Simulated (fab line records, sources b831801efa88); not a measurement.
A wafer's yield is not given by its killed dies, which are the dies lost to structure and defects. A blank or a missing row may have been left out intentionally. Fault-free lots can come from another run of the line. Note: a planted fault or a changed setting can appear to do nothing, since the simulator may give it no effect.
What tool caused it?    flow gf180mcu    Sampling: 12 lots, 36 wafers, 5 of 602 route steps

WHAT THE GAUGES SHOWED, per wafer
GF_PSD_RS_MEAS_14: measurement is done with a four-point probe. Usual: NSD_RS typically reads 46.10 ohm/sq, with standard deviation 0.095.
lot   measured      on             NSD_RS (ohm/sq)    flag
L355  day 14 17:55  film-metro-01  45.93 46.01 46.05  
L357  day 15 17:16  film-metro-02  46.14 46.24 46.20  
L358  day 15 23:33  film-metro-01  46.25 46.14 46.27  
L360  day 16 13:10  film-metro-01  46.01 46.12 46.11  
L361  day 16 19:55  film-metro-01  45.98 46.07 46.04  
L362  day 17 11:24  film-metro-02  44.92 44.83 44.92  OFF
L365  day 18 12:08  film-metro-03  44.67 44.61 44.64  OFF
L370  day 20 09:52  film-metro-01  46.04 46.07 46.08  
L372  day 21 00:16  film-metro-01  46.07 45.97 46.14  
L373  day 21 06:49  film-metro-02  46.12 46.16 46.11  
L375  day 21 22:26  film-metro-02  46.13 46.10 46.31  
L376  day 22 07:07  film-metro-02  46.12 46.11 46.12  

GF_CONTACT_CD_MEAS_14 targets a cd of 220 nm. Usual: cd-nm at 220.0 nm, with a standard deviation of 1.6.
lot   measured      on         cd-nm (nm)         flag
L355  day 16 15:57  cd-sem-01  217.4 217.2 218.1  
L357  day 17 15:10  cd-sem-02  220.8 219.8 220.3  
L358  day 17 21:58  cd-sem-02  218.9 218.7 217.8  
L360  day 18 13:16  cd-sem-02  219.1 219.7 218.0  
L361  day 18 19:31  cd-sem-01  221.1 221.6 222.2  
L362  day 19 11:29  cd-sem-01  218.8 219.8 218.7  
L365  day 20 14:04  cd-sem-01  219.4 218.2 218.9  
L370  day 22 11:07  cd-sem-02  218.8 218.3 219.1  
L372  day 23 00:41  cd-sem-01  220.3 219.3 219.6  
L373  day 23 07:29  cd-sem-02  218.7 221.0 218.6  
L375  day 23 21:19  cd-sem-01  220.7 221.7 220.8  
L376  day 24 05:45  cd-sem-01  220.1 220.3 220.9  

EACH LOT AND THE TOOL THAT RAN IT (in order: tool; ch and the chambers of the sampled wafers; start)
lot   GF_NSD_IMPLANT_09                GF_NSD_STRIP_11                       GF_SAB_ETCH_11
L355  implanter-01 ch 0, day 13 20:26  plasma-asher-04 ch 0,1, day 13 20:44  rie-diel-03 ch 0,2,3, day 15 16:00
L357  implanter-03 ch 0, day 14 19:09  plasma-asher-03 ch 0, day 14 19:26    rie-diel-04 ch 2,3, day 16 15:45
L358  implanter-01 ch 0, day 15 01:10  plasma-asher-01 ch 1, day 15 01:26    rie-diel-03 ch 1,2,3, day 16 22:08
L360  implanter-03 ch 0, day 15 14:40  plasma-asher-04 ch 0,1, day 15 14:56  rie-diel-04 ch 0,1,2, day 17 12:24
L361  implanter-01 ch 0, day 15 20:39  plasma-asher-03 ch 0,1, day 15 20:56  rie-diel-03 ch 0,2,3, day 17 18:30
L362  implanter-01 ch 0, day 16 12:30  plasma-asher-01 ch 0,1, day 16 12:48  rie-diel-02 ch 0,1, day 18 09:53
L365  implanter-01 ch 0, day 17 12:43  plasma-asher-03 ch 0,1, day 17 13:00  rie-diel-04 ch 0,2, day 19 12:45
L370  implanter-02 ch 0, day 19 09:39  plasma-asher-03 ch 0,1, day 19 09:55  rie-diel-02 ch 0,2,3, day 21 10:15
L372  implanter-03 ch 0, day 19 23:22  plasma-asher-04 ch 0,1, day 19 23:40  rie-diel-04 ch 2,3, day 22 00:03
L373  implanter-03 ch 0, day 20 05:52  plasma-asher-04 ch 0,1, day 20 06:10  rie-diel-04 ch 0,3, day 22 06:56
L375  implanter-01 ch 0, day 20 21:22  plasma-asher-03 ch 0,1, day 20 21:38  rie-diel-02 ch 2,3, day 22 21:17
L376  implanter-03 ch 0, day 21 05:58  plasma-asher-03 ch 0,1, day 21 06:13  rie-diel-04 ch 2,3, day 23 05:45
- GF_NSD_IMPLANT_09
- GF_NSD_STRIP_11: strips in O2/N2.
- GF_SAB_ETCH_11: etches SiO2 in C4F8/O2/Ar, target depth 55 nm, time 8.5 s.

AS READ BY THE TOOLS THEMSELVES (means over the sampled wafers that have a number; for cases with no such wafer, the mark the record gives instead)
GF_NSD_IMPLANT_09. Usual: beam-energy-keV at 60.000, with a standard deviation of 0.019.
lot   tool          beam-energy-keV  flag
L355  implanter-01  59.998           
L357  implanter-03  60.041           
L358  implanter-01  59.992           
L360  implanter-03  60.009           
L361  implanter-01  60.006           
L362  implanter-01  64.706           OFF
L365  implanter-01  64.705           OFF
L370  implanter-02  59.980           
L372  implanter-03  59.984           
L373  implanter-03  60.001           
L375  implanter-01  60.006           
L376  implanter-03  60.022           

GF_NSD_STRIP_11. Usual: drypump-motor-current-A 5.7 A, standard deviation 0.61; heater-power-w 336 W, standard deviation 31; n2-flow-sccm 300.1 sccm, standard deviation 0.88; oes-product-au 0.487 a.u., standard deviation 0.0041; strip-time-to-endpoint-s 22.98 s, standard deviation 0.038.
lot   tool             drypump-motor-current-A (A)  heater-power-w (W)  n2-flow-sccm (sccm)  oes-product-au (a.u.)  strip-time-to-endpoint-s (s)  flag
L355  plasma-asher-04  6.0                          330                 300.2                0.486                  22.99                         
L357  plasma-asher-03  6.1                          373                 301.4                0.488                  22.95                         
L358  plasma-asher-01  6.6                          372                 301.2                0.489                  22.96                         
L360  plasma-asher-04  6.0                          326                 300.0                0.491                  22.92                         
L361  plasma-asher-03  5.2                          320                 299.4                0.484                  22.96                         
L362  plasma-asher-01  6.2                          359                 300.6                0.481                  23.59                         OFF
L365  plasma-asher-03  5.7                          348                 299.3                0.480                  23.59                         OFF
L370  plasma-asher-03  5.2                          321                 299.6                0.485                  23.04                         
L372  plasma-asher-04  6.0                          329                 300.3                0.486                  23.00                         
L373  plasma-asher-04  6.0                          329                 300.3                0.486                  23.04                         
L375  plasma-asher-03  5.7                          349                 300.5                0.484                  22.99                         
L376  plasma-asher-03  5.2                          322                 299.9                0.485                  22.93                         

GF_SAB_ETCH_11. Usual: oes-product-au at 0.997 a.u., with a standard deviation of 0.011.
lot   tool         oes-product-au (a.u.)  flag
L355  rie-diel-03  0.992                  
L357  rie-diel-04  0.993                  
L358  rie-diel-03  1.007                  
L360  rie-diel-04  1.006                  
L361  rie-diel-03  0.991                  
L362  rie-diel-02  1.004                  
L365  rie-diel-04  0.999                  
L370  rie-diel-02  0.999                  
L372  rie-diel-04  0.995                  
L373  rie-diel-04  0.998                  
L375  rie-diel-02  0.987                  
L376  rie-diel-04  0.995                  

THE ANSWER, worked out from the rows above alone
Rule: a lot counts as off when the mean over its wafers that have a number is more than 3 standard deviations away from the usual mean. A lot without any number at a reading at which 4 lots or more have one is off too. All remaining lots with rows at the step are treated as sound. First the gauges in route order, then the tools' own readings, where a lot's mean is used as printed above. At the first step where some lot is off, the reading lying furthest off is the one used; lots without a number count as furthest.
Off: L362, L365, at GF_PSD_RS_MEAS_14 (NSD_RS).
A tool fits if, at a process step before that reading, it ran every lot that is off, and no sound lot after the first of them. Not tried: the gauges at GF_PSD_RS_MEAS_14; whatever is off there is also off at GF_NSD_IMPLANT_09, on other tools, and gauge error can't account for it. No candidate that was tried fits.

WHAT THE SIMULATOR PUT IN
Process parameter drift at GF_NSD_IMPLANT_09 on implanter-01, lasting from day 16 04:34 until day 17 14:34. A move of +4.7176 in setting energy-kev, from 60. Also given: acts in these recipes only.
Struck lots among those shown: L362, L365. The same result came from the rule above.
